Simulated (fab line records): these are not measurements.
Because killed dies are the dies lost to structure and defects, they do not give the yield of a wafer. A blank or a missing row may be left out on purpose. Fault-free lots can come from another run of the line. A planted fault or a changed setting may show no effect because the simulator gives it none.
fab line records -- flow sky130
record lots=12, wafers=36, last_day=50
route steps=708 shown NWELL@77 VT_ADJUST_LVTN@107 SONOS_TUNNEL@162 POLY_GATE@230
lots untouched by any fault: they come from a run of this same line in which no faults occurred
start_h: start of the lot's first displayed wafer, in hours after the record's first day -- wait_h: hours elapsed since this lot's preceding step -- " identical to the entry in the row above -- L1.1+2: a row that stands for several wafers -- - value missing, or start not given -- * or withheld: withheld -- < > ~ a bound
route shown NAME@n: names a module that has steps shown in the file, with the first one's number in the route -- usual: average and standard deviation across the fault-free wafers -- same: alike in all rows -- chamber/n: place in a boat -- sites: each site's reading -- _std_site: how widely they spread, as a standard deviation -- _edge_site: mean of outer sites minus mean of inner sites -- radius_mm: for every site, how far away it sits from the centre of the wafer -- mask NAME#n: copy n -- behind: the tool/chamber that last shaped the wafer -- hold: why the lot was held/for how many hours/how that ended -- device: which transistor (n, p or np) failed to switch -- end of line: at the end of the route, the tests of the same wafers -- for a step that has no rows: nothing shown but its recipe -- killed: dies lost to structure and defects at the first sort, not the wafer's yield -- map: the dies of a wafer, with x for killed, . for not killed, _ for no die there
set.NAME: the setting the step ran with; set.NAME@STEP: the setting that earlier step ran with -- model.NAME: the simulator's own value behind a step, which no gauge read
route steps across a sampled set of lots; one table per step, one row per wafer
services: when a tool's chamber went out of use (start_h, in hours from the record's first day, below 0 if earlier), for how many hours, and the reason
## steps
# step SKY_NWELL_IMPLANT_24
# recipe species=B, energy_kev=137.3, dose_cm2=9.2e+12, tilt_deg=withheld
# usual dose_ions_cm2=9.201e+12/1e+10, faraday_current_uA=51.8/0.99
lot.wafer,tool,chamber,start_h,wait_h,dose_ions_cm2,faraday_current_uA
L964.1,implanter-01,0,105.32,0.0,9.192e+12,50.9
L964.2,implanter-01,0,105.32,0.0,9.194e+12,53.5
L964.5,implanter-01,0,105.32,0.0,9.195e+12,50.9
L965.2,implanter-04,0,111.34,0.0,9.195e+12,51.5
L965.3,implanter-04,0,111.34,0.0,9.207e+12,52.4
L965.4,implanter-04,0,111.34,0.0,9.21e+12,50.6
L966.2,implanter-04,0,118.52,0.0,9.198e+12,50.7
L966.4,implanter-04,0,118.52,0.0,9.194e+12,51.3
L966.5,implanter-04,0,118.52,0.0,9.195e+12,52.2
L967.2,implanter-01,0,126.92,0.0,9.195e+12,52.1
L967.3,implanter-01,0,126.92,0.0,9.196e+12,52.8
L967.5,implanter-01,0,126.92,0.0,9.195e+12,52.6
L969.2,implanter-04,0,133.99,0.0,9.201e+12,50.8
L969.4,implanter-04,0,133.99,0.0,9.193e+12,52.3
L969.5,implanter-04,0,133.99,0.0,9.199e+12,50.2
L971.3,implanter-04,0,145.69,0.1,9.194e+12,51.6
L971.4,implanter-04,0,145.69,0.1,9.19e+12,52.0
L971.6,implanter-04,0,145.69,0.1,9.187e+12,52.8
L972.2,implanter-02,0,156.99,0.0,9.198e+12,53.4
L972.3,implanter-02,0,156.99,0.0,9.216e+12,52.2
L972.5,implanter-02,0,156.99,0.0,9.206e+12,52.5
L979.2,implanter-01,0,196.94,0.0,1.4436e+13,80.3
L979.5,implanter-01,0,196.94,0.0,1.4424e+13,80.6
L979.6,implanter-01,0,196.94,0.0,1.4431e+13,79.4
L980.1,implanter-01,0,202.19,0.0,1.4435e+13,82.1
L980.4,implanter-01,0,202.19,0.0,1.4444e+13,81.3
L980.5,implanter-01,0,202.19,0.0,1.4434e+13,80.8
L983.1,implanter-02,0,225.84,0.0,9.206e+12,53.2
L983.2,implanter-02,0,225.84,0.0,9.198e+12,51.4
L983.6,implanter-02,0,225.84,0.0,9.208e+12,50.9
L986.1,implanter-02,0,236.17,0.0,9.19e+12,52.4
L986.5,implanter-02,0,236.17,0.0,9.18e+12,52.8
L986.6,implanter-02,0,236.17,0.0,9.197e+12,53.8
L987.2,implanter-04,0,241.59,0.0,9.185e+12,51.1
L987.3,implanter-04,0,241.59,0.0,9.187e+12,51.8
L987.4,implanter-04,0,241.59,0.0,9.189e+12,50.7
# step SKY_NWELL_TW_MEAS_26
# usual NWELL_2_TW=494/9.5
lot.wafer,tool,chamber,start_h,wait_h,NWELL_2_TW
L964.1,film_metro-01,-,105.57,0.1,485
L964.2,film_metro-01,-,105.57,0.1,486
L964.5,film_metro-01,-,105.57,0.1,484
L965.2,film_metro-02,-,111.58,0.1,487
L965.3,film_metro-02,-,111.58,0.1,487
L965.4,film_metro-02,-,111.58,0.1,487
L966.2,film_metro-04,-,118.75,0.1,503
L966.4,film_metro-04,-,118.75,0.1,504
L966.5,film_metro-04,-,118.75,0.1,504
L967.2,film_metro-02,-,127.15,0.1,482
L967.3,film_metro-02,-,127.15,0.1,481
L967.5,film_metro-02,-,127.15,0.1,484
L969.2,film_metro-01,-,134.23,0.1,485
L969.4,film_metro-01,-,134.23,0.1,486
L969.5,film_metro-01,-,134.23,0.1,486
L971.3,film_metro-01,-,145.91,0.1,492
L971.4,film_metro-01,-,145.91,0.1,492
L971.6,film_metro-01,-,145.91,0.1,494
L972.2,film_metro-04,-,157.23,0.1,505
L972.3,film_metro-04,-,157.23,0.1,504
L972.5,film_metro-04,-,157.23,0.1,503
L979.2,film_metro-02,-,197.18,0.1,555
L979.5,film_metro-02,-,197.18,0.1,554
L979.6,film_metro-02,-,197.18,0.1,554
L980.1,film_metro-04,-,202.44,0.1,582
L980.4,film_metro-04,-,202.44,0.1,579
L980.5,film_metro-04,-,202.44,0.1,582
L983.1,film_metro-02,-,226.09,0.1,482
L983.2,film_metro-02,-,226.09,0.1,483
L983.6,film_metro-02,-,226.09,0.1,483
L986.1,film_metro-01,-,236.42,0.1,488
L986.5,film_metro-01,-,236.42,0.1,488
L986.6,film_metro-01,-,236.42,0.1,490
L987.2,film_metro-04,-,241.82,0.1,507
L987.3,film_metro-04,-,241.82,0.1,505
L987.4,film_metro-04,-,241.82,0.1,503
# step SKY_VT_ADJUST_LVTN_TW_MEAS_10
# usual VT_ADJUST_LVTN_TW=243/3.3
lot.wafer,tool,chamber,start_h,wait_h,VT_ADJUST_LVTN_TW
L964.1,film_metro-02,-,144.33,0.1,233
L964.2,film_metro-02,-,144.33,0.1,234
L964.5,film_metro-02,-,144.33,0.1,234
L965.2,film_metro-04,-,150.43,0.1,245
L965.3,film_metro-04,-,150.43,0.1,245
L965.4,film_metro-04,-,150.43,0.1,244
L966.2,film_metro-04,-,158.58,0.1,244
L966.4,film_metro-04,-,158.58,0.1,245
L966.5,film_metro-04,-,158.58,0.1,244
L967.2,film_metro-02,-,167.59,0.1,235
L967.3,film_metro-02,-,167.59,0.1,235
L967.5,film_metro-02,-,167.59,0.1,235
L969.2,film_metro-03,-,175.78,0.1,246
L969.4,film_metro-03,-,175.78,0.1,245
L969.5,film_metro-03,-,175.78,0.1,245
L971.3,film_metro-03,-,188.36,0.1,246
L971.4,film_metro-03,-,188.36,0.1,245
L971.6,film_metro-03,-,188.36,0.1,245
L972.2,film_metro-03,-,199.48,0.1,245
L972.3,film_metro-03,-,199.48,0.1,245
L972.5,film_metro-03,-,199.48,0.1,245
L979.2,film_metro-03,-,241.64,0.1,243
L979.5,film_metro-03,-,241.64,0.1,244
L979.6,film_metro-03,-,241.64,0.1,243
L980.1,film_metro-03,-,247.69,0.1,243
L980.4,film_metro-03,-,247.69,0.1,244
L980.5,film_metro-03,-,247.69,0.1,246
L983.1,film_metro-04,-,273.74,0.1,245
L983.2,film_metro-04,-,273.74,0.1,245
L983.6,film_metro-04,-,273.74,0.1,244
L986.1,film_metro-03,-,285.38,0.1,243
L986.5,film_metro-03,-,285.38,0.1,242
L986.6,film_metro-03,-,285.38,0.1,243
L987.2,film_metro-04,-,291.61,0.1,242
L987.3,film_metro-04,-,291.61,0.1,242
L987.4,film_metro-04,-,291.61,0.1,243
# step SKY_SONOS_TUNNEL_OVL_MEAS_08
# usual SONOS_TUNNEL_OVL=0.2/1.8
lot.wafer,tool,chamber,start_h,wait_h,SONOS_TUNNEL_OVL[nm]
L964.1,overlay-02,-,249.87,0.1,-2.6
L964.2,overlay-02,-,249.87,0.1,-3.1
L964.5,overlay-02,-,249.87,0.1,-0.2
L965.2,overlay-01,-,258.45,0.1,-1.4
L965.3,overlay-01,-,258.45,0.1,-2.4
L965.4,overlay-01,-,258.45,0.1,-2.3
L966.2,overlay-01,-,267.62,0.1,-0.9
L966.4,overlay-01,-,267.62,0.1,0.4
L966.5,overlay-01,-,267.62,0.1,-3.2
L967.2,overlay-02,-,279.77,0.1,-2.6
L967.3,overlay-02,-,279.77,0.1,-2.3
L967.5,overlay-02,-,279.77,0.1,-1.2
L969.2,overlay-01,-,288.70,0.1,0.3
L969.4,overlay-01,-,288.70,0.1,0.5
L969.5,overlay-01,-,288.70,0.1,-0.4
L971.3,overlay-02,-,304.13,0.1,-0.7
L971.4,overlay-02,-,304.13,0.1,0.3
L971.6,overlay-02,-,304.13,0.1,0.9
L972.2,overlay-02,-,318.60,0.1,3.3
L972.3,overlay-02,-,318.60,0.1,3.2
L972.5,overlay-02,-,318.60,0.1,2.0
L979.2,overlay-02,-,369.88,0.1,-1.8
L979.5,overlay-02,-,369.88,0.1,1.0
L979.6,overlay-02,-,369.88,0.1,-2.1
L980.1,overlay-01,-,379.02,0.1,2.4
L980.4,overlay-01,-,379.02,0.1,2.2
L980.5,overlay-01,-,379.02,0.1,2.1
L983.1,overlay-01,-,408.47,0.1,-1.8
L983.2,overlay-01,-,408.47,0.1,0.9
L983.6,overlay-01,-,408.47,0.1,1.2
L986.1,overlay-01,-,423.57,0.1,0.0
L986.5,overlay-01,-,423.57,0.1,0.6
L986.6,overlay-01,-,423.57,0.1,0.7
L987.2,overlay-02,-,428.58,0.1,1.0
L987.3,overlay-02,-,428.58,0.1,1.5
L987.4,overlay-02,-,428.58,0.1,0.2
# step SKY_POLY_GATE_ETCH_16
# recipe stop_on=poly-Si, chemistry=CH3F/O2, target=Si3N4, source_w=400, bias_w=80, pressure_mtorr=25, ch3f_flow_sccm=40, O2_flow_sccm=30, time_s=147.5, target_depth_a=750
# usual bias_w=79.99/0.23, drypump_motor_current_A=5.7/0.47, oes_product_au=0.641/0.0057, throttle_valve_pct=10.535/0.0086
lot.wafer,tool,chamber,start_h,wait_h,bias_w,drypump_motor_current_A,oes_product_au,rf_hours_counter_h,throttle_valve_pct
L964.1,rie_diel-02,3,371.32,0.0,79.87,5.6,0.641,65,10.530
L964.2,rie_diel-02,2,371.32,0.0,80.00,5.3,0.644,75,10.533
L964.5,rie_diel-02,1,371.32,0.0,79.77,5.6,0.644,-,10.546
L965.2,rie_diel-03,3,378.14,0.0,79.85,4.7,0.629,2,10.531
L965.3,rie_diel-03,0,378.14,0.0,80.09,5.7,0.629,0,10.518
L965.4,rie_diel-03,2,378.14,0.0,79.79,5.8,0.629,4,10.525
L966.2,rie_diel-04,2,387.98,0.0,80.06,6.3,0.629,2,10.540
L966.4,rie_diel-04,1,387.98,0.0,79.74,6.3,0.635,13,10.541
L966.5,rie_diel-04,0,387.98,0.0,80.08,5.7,0.639,-,10.531
L967.2,rie_diel-04,0,407.43,0.0,79.94,5.7,0.632,3,10.529
L967.3,rie_diel-04,1,407.43,0.0,80.31,6.3,0.652,14,10.543
L967.5,rie_diel-04,3,407.43,0.0,80.23,5.8,0.638,-,10.544
L969.2,rie_diel-04,0,411.68,0.0,79.88,5.7,0.644,3,10.547
L969.4,rie_diel-04,3,411.68,0.0,80.01,5.8,0.641,79,10.529
L969.5,rie_diel-04,3,411.68,0.0,79.96,5.9,0.643,-,10.546
L971.3,rie_diel-03,2,438.13,0.0,80.22,5.7,0.642,6,10.549
L971.4,rie_diel-03,1,438.13,0.0,80.45,5.5,0.644,9,10.529
L971.6,rie_diel-03,1,438.13,0.0,80.29,5.5,0.644,-,10.541
L972.2,rie_diel-02,0,449.59,0.0,79.97,6.3,0.646,2,10.550
L972.3,rie_diel-02,3,449.59,0.0,79.60,5.7,0.637,66,10.527
L972.5,rie_diel-02,3,449.59,0.0,79.95,5.7,0.637,-,10.544
L979.2,rie_diel-03,2,510.44,0.0,79.92,5.7,0.642,7,10.535
L979.5,rie_diel-03,1,510.44,0.0,80.03,5.5,0.650,-,10.522
L979.6,rie_diel-03,2,510.44,0.0,79.77,5.7,0.646,-,10.524
L980.1,rie_diel-03,2,516.63,0.0,79.64,5.7,0.647,7,10.528
L980.4,rie_diel-03,0,516.63,0.0,80.13,5.7,0.646,3,10.534
L980.5,rie_diel-03,3,516.63,0.0,80.15,4.7,0.639,-,10.540
L983.1,rie_diel-03,1,546.37,0.0,79.96,5.5,0.634,11,10.533
L983.2,rie_diel-03,0,546.37,0.0,80.07,5.7,0.641,4,10.540
L983.6,rie_diel-03,2,546.37,0.0,79.90,5.8,0.641,-,10.542
L986.1,rie_diel-03,2,561.73,0.0,79.86,5.8,0.645,8,10.534
L986.5,rie_diel-03,0,561.73,0.0,79.79,5.7,0.642,-,10.527
L986.6,rie_diel-03,3,561.73,0.0,79.86,4.7,0.637,-,10.539
L987.2,rie_diel-02,0,564.49,0.0,79.57,6.3,0.640,3,10.555
L987.3,rie_diel-02,1,564.49,0.0,80.22,5.6,0.642,0,10.547
L987.4,rie_diel-02,3,564.49,0.0,79.78,5.7,0.653,68,10.534
## services
tool,chamber,start_h,hours,kind
rie_diel-03,3,90.34,56.8,repair
implanter-01,-,97.49,1.3,repair
rie_diel-04,-,122.89,8.4,repair
implanter-01,-,127.23,0.7,repair
implanter-04,-,127.55,3.6,pm
rie_diel-03,0,187.41,2.7,repair
implanter-04,-,193.37,4.9,repair
implanter-04,-,213.44,3.6,repair
rie_diel-03,-,222.25,2.8,pm
rie_diel-04,0,224.03,3.4,repair
rie_diel-03,-,225.85,0.7,repair
implanter-01,-,228.67,4.7,pm
implanter-01,-,248.25,5.8,pm
rie_diel-03,1,361.95,11.5,repair
implanter-01,-,364.66,1.8,repair
implanter-01,-,370.06,3.6,repair
implanter-01,-,426.31,0.9,repair
implanter-04,-,434.67,4.3,pm
rie_diel-03,1,441.51,3.4,repair
implanter-01,-,447.35,4.2,repair
implanter-01,-,521.59,2.1,repair
implanter-01,-,536.58,0.8,repair
rie_diel-03,-,542.35,1.7,repair
implanter-01,-,562.96,8.7,repair
## key
first_sign step=SKY_NWELL_IMPLANT_24, reading=dose_ions_cm2, direction=up, sigmas=99+, usual=*, struck=*
effect step=SKY_NWELL_IMPLANT_24, reading=faraday_current_uA, direction=up, sigmas=29, usual=51.8, struck=80.7
effect step=SKY_NWELL_TW_MEAS_26, reading=NWELL_2_TW, direction=up, sigmas=7.8, usual=494, struck=568
met_at SKY_NWELL_IMPLANT_24
struck_lots L979,L980
tester_left_out L979,L980
not_acting_at SKY_VT_ADJUST_LVTN_TW_MEAS_10,SKY_SONOS_TUNNEL_OVL_MEAS_08,SKY_POLY_GATE_ETCH_16
onset_between 126.92 196.94
fault kind=process_parameter_drift, tool=implanter-01, chamber=-, onset_h=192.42, steps=SKY_NWELL_IMPLANT_24, channel=dose_cm2, offset=*, shape=step, end_h=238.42, acts_in=*, stated=*
# tester_left_out: of these lots the tester's yield and bins aren't shown, on N5 and GAA mostly nor the transistor test; their killed dies are dies lost to structure and defects alone, not to doping, threshold or leakage, so they don't give the yield
